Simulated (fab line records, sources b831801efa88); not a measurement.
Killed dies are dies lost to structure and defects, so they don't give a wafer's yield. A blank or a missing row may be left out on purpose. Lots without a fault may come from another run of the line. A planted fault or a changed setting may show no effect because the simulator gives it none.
A struck lot beside a sound one | flow sky130 | 15 steps out of a route of 708
Sound: wafers L426.1, L426.5, L426.6. Struck: wafers L433.2, L433.4, L433.6. The cause comes at the end.
At each step with rows: each side's tool, then ch and its chambers, then its first start. Under that, the readings that differ: sound wafers | struck wafers | difference of the means | sigmas: that difference in standard deviations of wafers without a fault.
alike: readings whose means differ by less than 2 such deviations, and words and numbers that are the same on both sides. not compared: withheld readings, readings that some wafer has no value for, bounds like >300 that may hide the same value, and numbers for which the record gives no deviation and whose values overlap.
The two part at a step that has a row with sigmas, a row that says differs or no value, or rows on one side only. Numbers that don't overlap but have no deviation are shown without sigmas and don't part them. A reading that every wafer of one side lacks parts them only if that side has two wafers or more.

first, 4 steps without rows for these wafers: SKY_VT_ADJUST_LVTN_SOFTBAKE_14 (time 60 s); SKY_VT_ADJUST_LVTN_EXPOSE_15 (exposes mask HVN STD DERIVED, target cd 600 nm); SKY_VT_ADJUST_LVTN_PEB_16; SKY_VT_ADJUST_LVTN_DEVELOP_17 (develop time 60 s).
SKY_VT_ADJUST_LVTN_OVL_MEAS_18:
  sound on overlay-02, day 9 06:26; struck on overlay-01, day 11 07:46
  alike: VT_ADJUST_LVTN_01_OVL
then, 1 step without rows for these wafers: SKY_VT_ADJUST_LVTN_IMPLANT_19.
SKY_VT_ADJUST_LVTN_STRIP_20: strips in O2/N2.
  sound on plasma_asher-01 ch 0,1, day 9 06:37; struck on plasma_asher-04 ch 0,1, day 11 07:57
  reading                      | sound             | struck            | difference | sigmas
  strip_time_to_endpoint_s (s) | 14.17 14.14 14.17 | 14.27 14.26 14.27 | +0.11      | +3
  alike: drypump_motor_current_A, n2_flow_sccm, o2_flow_sccm, oes_product_au
  not compared: rf_hours_counter_h
SKY_VT_ADJUST_LVTN_TW_MEAS_21:
  sound on film_metro-03, day 9 06:43; struck on film_metro-03, day 11 08:04
  alike: VT_ADJUST_LVTN_2_TW
then, 4 steps without rows for these wafers: SKY_VT_ADJUST_NCORE_DEHYDRATE_00 (time 60 s); SKY_VT_ADJUST_NCORE_HMDS_01 (prime time 60 s); SKY_VT_ADJUST_NCORE_COAT_02 (resist thk 1140 nm); SKY_VT_ADJUST_NCORE_SOFTBAKE_03 (time 60 s).
SKY_VT_ADJUST_NCORE_EXPOSE_04: exposes mask LVTN COMPLEMENT THIN, target cd 380 nm.
  sound on iline_stepper-01 ch 0, day 9 17:42; struck on iline_stepper-01 ch 0, day 11 19:45
  reading                                 | sound                | struck            | difference | sigmas
  model.VT_ADJUST_NCORE.overlay_x_nm (nm) | 0.2868 0.2868 0.2868 | 1.848 1.848 1.848 | +1.561     |
  alike: mask
then, 1 step without rows for these wafers: SKY_VT_ADJUST_NCORE_PEB_05.
-- the record jumps here: 37 days lie between the struck wafers' starts before and after (it left off in module VT_ADJUST_NCORE and takes up again in module PAD_OPEN, whose first step shown is number 708 of the route) --
SKY_PAD_OPEN_PROBE_99:
  sound on prober-01, day 47 04:17; struck on prober-01, day 48 17:53
  alike: killed_at_M0_to_M3, killed_at_M4_up, killed_at_contacts, killed_at_front_end, killed_at_other, killed_dies, killed_open, killed_short

WHERE THEY PART
Only at SKY_VT_ADJUST_LVTN_STRIP_20, within this record. Later steps at which nothing parts them and some readings are alike: SKY_VT_ADJUST_LVTN_TW_MEAS_21, SKY_VT_ADJUST_NCORE_EXPOSE_04, SKY_PAD_OPEN_PROBE_99.

WHY: what the simulator had put in
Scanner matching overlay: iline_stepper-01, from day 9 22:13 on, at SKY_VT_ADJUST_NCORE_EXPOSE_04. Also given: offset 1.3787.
